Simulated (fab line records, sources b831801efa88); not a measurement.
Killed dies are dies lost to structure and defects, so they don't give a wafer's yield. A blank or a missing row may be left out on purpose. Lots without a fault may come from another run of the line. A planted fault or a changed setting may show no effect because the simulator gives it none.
One fault seen from 2 desks | flow sky130 | each desk has only its own numbers; what lay behind them comes last

THE METROLOGY DESK
What the gauges read, lot by lot, whatever tool the lot ran on: means of the sampled wafers that have a number. A lot is out of limits, marked OUT, if its mean lies more than 4 standard deviations from the usual mean; the brackets give that distance.
Columns: A = cd_nm at SKY_LOCAL_INTERCONNECT_CD_MEAS_11, usual 170.4 nm; B = CONTACT_CVD_00_THK at SKY_CONTACT_THK_MEAS_01, usual 75.0 nm
lot  | first seen here | A     | B
L311 | day 30 11:03    | 169.6 | 75.5
L312 | day 30 18:56    | 169.5 | 74.0
L313 | day 31 05:41    | 170.7 | 75.3
L315 | day 31 20:52    | 169.6 | 75.1
L317 | day 32 14:46    | 170.9 | 74.4
L319 | day 32 23:37    | 171.6 | 75.3
L320 | day 33 05:58    | 168.6 | 74.6
L323 | day 34 09:28    | 170.9 | 74.6
L324 | day 34 13:54    | 171.1 | 75.2
L325 | day 35 00:09    | 170.6 | 74.0
L329 | day 36 05:13    | 170.4 | 75.6
L330 | day 36 13:03    | 172.0 | 75.7
L332 | day 37 04:26    | 170.3 | 75.9
L333 | day 37 06:56    | 170.8 | 74.3
This desk's finding: nothing out of limits on any of the 14 lots.

THE TOOL OWNER'S DESK: rie_diel-03
The tool's own readings at SKY_CONTACT_ETCH_18 (etches Si3N4 in CHF3/O2, stops on TiN, time 39 s, target depth 75 nm): means of the sampled wafers that have a number, for each lot that ran on this tool. A lot is out of limits, marked OUT, if its mean lies more than 4 standard deviations from the usual mean; the brackets give that distance.
Columns: A = drypump_motor_current_A at SKY_CONTACT_ETCH_18, usual 6.0 A; B = oes_product_au at SKY_CONTACT_ETCH_18, usual 0.854 a.u.; C = throttle_valve_pct at SKY_CONTACT_ETCH_18, usual 8.793 %
lot  | first seen here | A   | B     | C
L312 | day 31 23:00    | 5.7 | 0.847 | 8.787
L317 | day 33 18:00    | 5.9 | 0.852 | 8.787
L320 | day 34 10:00    | 6.0 | 0.851 | 8.790
L323 | day 35 13:00    | 6.0 | 0.849 | 8.787
L329 | day 37 08:00    | 6.3 | 0.852 | 8.792
L330 | day 37 16:00    | 6.3 | 0.854 | 8.789
This desk's finding: nothing out of limits on any of the 6 lots.

PUT TOGETHER
The metrology desk saw nothing out of limits.
The tool owner's desk saw nothing out of limits.

WHAT THE SIMULATOR HAD PUT IN
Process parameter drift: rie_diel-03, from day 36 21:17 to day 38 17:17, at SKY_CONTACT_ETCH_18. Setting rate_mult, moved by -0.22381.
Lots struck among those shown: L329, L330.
